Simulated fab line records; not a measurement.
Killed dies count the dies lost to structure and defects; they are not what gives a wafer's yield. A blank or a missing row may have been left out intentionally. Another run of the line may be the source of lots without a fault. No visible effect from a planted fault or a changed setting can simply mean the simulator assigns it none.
Which tool is to blame? -- flow gf180mcu -- 35 wafers from 12 lots sampled at 4 of the route's 602 steps

WHAT THE GAUGES READ, wafer by wafer
GF_STI_THK_MEAS_02. Usual: for STI_OXIDATION_THK the level is 10.07 nm and the standard deviation is 0.19.
lot,measured,on,STI_OXIDATION_THK (nm),flag
L624,day 1 11:32,film_metro-03,9.70 9.85 9.80,
L626,day 1 21:31,film_metro-01,10.24 10.16 10.14,
L629,day 2 12:31,film_metro-01,9.88 9.93 9.95,
L630,day 2 17:31,film_metro-01,9.89 9.76 9.83,
L631,day 3 00:14,film_metro-03,9.90 10.03 9.95,
L633,day 3 16:37,film_metro-02,10.35 10.27 10.39,
L634,day 3 16:37,film_metro-01,9.92 10.07 10.09,
L635,day 3 21:50,film_metro-01,10.14 10.27 10.22,
L637,day 4 04:49,film_metro-03,10.21 10.13,
L643,day 5 10:31,film_metro-03,9.95 10.03 9.94,
L644,day 5 16:03,film_metro-01,10.11 10.14 10.33,
L647,day 6 07:58,film_metro-01,10.41 10.38 10.27,

GF_STI_THK_MEAS_24. Usual: for STI_CVD_23_THK the level is 649 nm and the standard deviation is 5.7.
lot,measured,on,STI_CVD_23_THK (nm),flag
L624,day 2 03:37,film_metro-01,657 653 655,
L626,day 2 13:47,film_metro-03,651 648 655,
L629,day 3 08:13,film_metro-01,651 655 655,
L630,day 3 17:53,film_metro-03,655 649 656,
L631,day 3 17:53,film_metro-01,647 642 646,
L633,day 4 09:05,film_metro-03,647 921 646,OFF
L634,day 4 11:47,film_metro-02,919 652 921,OFF
L635,day 4 15:24,film_metro-01,646 642 647,
L637,day 4 23:47,film_metro-03,920 919,OFF
L643,day 6 05:28,film_metro-03,634 650 637,
L644,day 6 10:38,film_metro-02,642 644 647,
L647,day 7 03:47,film_metro-03,654 655 654,

EACH LOT AND THE TOOL THAT RAN IT (in order: tool; ch and the chambers of the sampled wafers; start)
lot,GF_STI_ETCH_13,GF_STI_CVD_23
L624,"rie_diel-02 ch 0,1, day 2 01:29","hdpcvd-02 ch 0,2, day 2 03:31"
L626,"rie_diel-03 ch 0,1, day 2 11:08","hdpcvd-01 ch 0,1,2, day 2 13:42"
L629,"rie_diel-04 ch 0,1, day 3 03:02","hdpcvd-02 ch 1,2, day 3 08:08"
L630,"rie_diel-02 ch 0,3, day 3 08:19","hdpcvd-01 ch 0,1,2, day 3 17:48"
L631,"rie_diel-04 ch 0,1,2, day 3 13:29","hdpcvd-02 ch 0,1, day 3 17:49"
L633,"rie_diel-02 ch 1,2,3, day 4 07:14","hdpcvd-02 ch 0,1,2, day 4 09:01"
L634,"rie_diel-03 ch 0,1, day 4 07:35","hdpcvd-02 ch 0,2, day 4 11:42"
L635,"rie_diel-03 ch 0,1,2, day 4 13:10","hdpcvd-01 ch 0,1,2, day 4 15:19"
L637,"rie_diel-03 ch 1,2, day 4 21:44","hdpcvd-02 ch 0,2, day 4 23:42"
L643,"rie_diel-02 ch 0,2,3, day 6 03:35","hdpcvd-01 ch 0,1,2, day 6 05:23"
L644,"rie_diel-03 ch 0,1,2, day 6 08:46","hdpcvd-01 ch 1,2, day 6 10:34"
L647,"rie_diel-02 ch 1,2, day 7 01:02","hdpcvd-01 ch 0,1, day 7 03:42"
- GF_STI_ETCH_13: etches the open film in CHF3/O2, stops on Si, target depth 282.31 nm, time 112.9 s.
- GF_STI_CVD_23: deposits SiO2, target thk 650 nm, time 108.3 s.

AS READ BY THE TOOLS THEMSELVES (means over the sampled wafers that have a number; for cases with no such wafer, the mark the record gives instead)
GF_STI_ETCH_13. Usual: drypump_motor_current_A 5.8 A, standard deviation 0.47; oes_product_au 0.832 a.u., standard deviation 0.0058; throttle_valve_pct 8.810 %, standard deviation 0.0092.
lot,tool,drypump_motor_current_A (A),oes_product_au (a.u.),throttle_valve_pct (%),flag
L624,rie_diel-02,5.8,0.824,8.802,
L626,rie_diel-03,6.4,0.829,8.808,
L629,rie_diel-04,5.1,0.835,8.813,
L630,rie_diel-02,5.4,0.825,8.804,
L631,rie_diel-04,5.2,0.837,8.815,
L633,rie_diel-02,5.9,0.833,8.810,
L634,rie_diel-03,6.4,0.827,8.809,
L635,rie_diel-03,6.2,0.833,8.814,
L637,rie_diel-03,6.2,0.837,8.816,
L643,rie_diel-02,5.8,0.840,8.803,
L644,rie_diel-03,6.2,0.826,8.810,
L647,rie_diel-02,6.1,0.832,8.815,

THE ANSWER, worked out from the rows above alone
Rule: a lot is off if the mean of its wafers that have a number lies more than 3 standard deviations from the usual mean. Also off: a lot with no number at a reading for which 4 or more lots have one. The other lots that the step has rows for count as sound. After the gauges, taken in route order, come the tools' own readings; for these a lot's mean is taken, as printed above. The first step at which some lot is off is used, and at that step the reading that is off furthest; a lot without a number counts as furthest.
Off: L633, L634, L637, seen at GF_STI_THK_MEAS_24 (STI_CVD_23_THK).
A tool fits if, at a process step before that reading, it ran every lot that is off, and no sound lot after the first of them. The gauges at GF_STI_THK_MEAS_24 are tried like those tools. One fits: GF_STI_CVD_23 on hdpcvd-02. Its last sound lot is L631 (day 3 17:49), its first lot that is off L633 (day 4 09:01): a fault that began between those two fits.

WHAT WAS PUT IN BY THE SIMULATOR
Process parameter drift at GF_STI_CVD_23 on hdpcvd-02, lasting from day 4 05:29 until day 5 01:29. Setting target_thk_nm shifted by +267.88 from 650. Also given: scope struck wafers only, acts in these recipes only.
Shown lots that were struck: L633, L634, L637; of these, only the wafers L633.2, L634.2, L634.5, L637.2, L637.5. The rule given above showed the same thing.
